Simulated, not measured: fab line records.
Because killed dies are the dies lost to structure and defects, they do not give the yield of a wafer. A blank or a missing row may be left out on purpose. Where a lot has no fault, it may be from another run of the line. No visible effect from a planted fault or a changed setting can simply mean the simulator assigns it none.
Chamber matching + flow gf180mcu + 4 sister chambers for GF_V1_CMP_26 on cmp-02
The step polishes, stops on SiO2, t overpolish 15 s, target thk 0 nm. 16 wafers are shown with their chamber, then 8 later ones without.

## WAFERS PAIRED WITH THEIR CHAMBERS
| wafer  | chamber | motor_current_A (A) | overpolish_run_s (s) | time_to_endpoint_s (s) |
|--------|---------|---------------------|----------------------|------------------------|
| L747.2 | 0       | 11.0                | 15.000               | 81.8                   |
| L747.3 | 1       | 10.2                | 14.998               | 83.7                   |
| L747.4 | 2       | 12.0                | 14.991               | 84.8                   |
| L749.3 | 0       | 11.0                | 14.991               | 80.9                   |
| L749.5 | 2       | 11.6                | 15.001               | 84.8                   |
| L749.6 | 1       | 10.1                | 15.014               | 82.8                   |
| L750.1 | 1       | 9.9                 | 14.994               | 83.4                   |
| L750.2 | 0       | 10.8                | 15.001               | 85.7                   |
| L750.3 | 3       | 11.6                | 15.001               | 82.2                   |
| L751.2 | 0       | 10.7                | 15.005               | 82.9                   |
| L751.4 | 3       | 12.3                | 15.002               | 81.3                   |
| L751.6 | 0       | 11.1                | 15.004               | 81.5                   |
| L754.3 | 0       | 10.6                | 15.002               | 82.7                   |
| L754.4 | 2       | 12.1                | 14.991               | 81.8                   |
| L754.5 | 2       | 12.1                | 14.998               | 81.0                   |
| L757.1 | 1       | 10.0                | 15.007               | 79.7                   |

SIGNATURES (averages over the wafers above)
| reading            | chamber 0 | chamber 1 | chamber 2 | chamber 3 | scatter within a chamber |
|--------------------|-----------|-----------|-----------|-----------|--------------------------|
| motor_current_A    | 10.867    | 10.050    | 11.950    | 11.950    | 0.234                    |
| overpolish_run_s   | 15.00050  | 15.00325  | 14.99525  | 15.00150  | 0.00609                  |
| time_to_endpoint_s | 82.583    | 82.400    | 83.100    | 81.750    | 1.75                     |
Rule: for a wafer and a chamber, the distance is found by dividing, reading by reading, the gap between the wafer's reading and the chamber's mean by the reading's scatter, squaring, summing and taking the root. The wafer belongs to the nearest chamber; if the next one is less than 2 further off, it can't be placed. The scatter: take each reading less its chamber's mean, square it, sum over the shown wafers, divide by the number of wafers less the number of chambers, and take the root.

## WAFERS WITHOUT THEIR CHAMBER
| wafer  | motor_current_A (A) | overpolish_run_s (s) | time_to_endpoint_s (s) |
|--------|---------------------|----------------------|------------------------|
| L757.5 | 11.4                | 15.009               | 82.8                   |
| L757.6 | 11.1                | 15.012               | 84.9                   |
| L762.2 | 11.8                | 14.994               | 86.4                   |
| L762.4 | 11.8                | 15.000               | 88.5                   |
| L762.6 | 10.1                | 14.997               | 85.7                   |
| L767.1 | 11.6                | 15.003               | 83.3                   |
| L767.2 | 11.2                | 15.005               | 81.1                   |
| L767.3 | 10.3                | 15.005               | 87.5                   |

## WHICH CHAMBER EACH WENT THROUGH
| wafer  | from the rows above          | in truth |
|--------|------------------------------|----------|
| L757.5 | can't be placed: 0 or 3 or 2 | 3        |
| L757.6 | can't be placed: 0 or 3      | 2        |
| L762.2 | can't be placed: 2 or 3      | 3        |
| L762.4 | can't be placed: 2 or 3 or 0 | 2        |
| L762.6 | can't be placed: 1 or 0      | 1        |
| L767.1 | can't be placed: 3 or 2 or 0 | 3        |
| L767.2 | can't be placed: 0 or 3 or 2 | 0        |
| L767.3 | can't be placed: 1 or 0      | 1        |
Correct placement for 0 of the 8. Not placeable from these rows: 8 (in 7, the candidates include the true chamber). Number placed wrongly: 0.
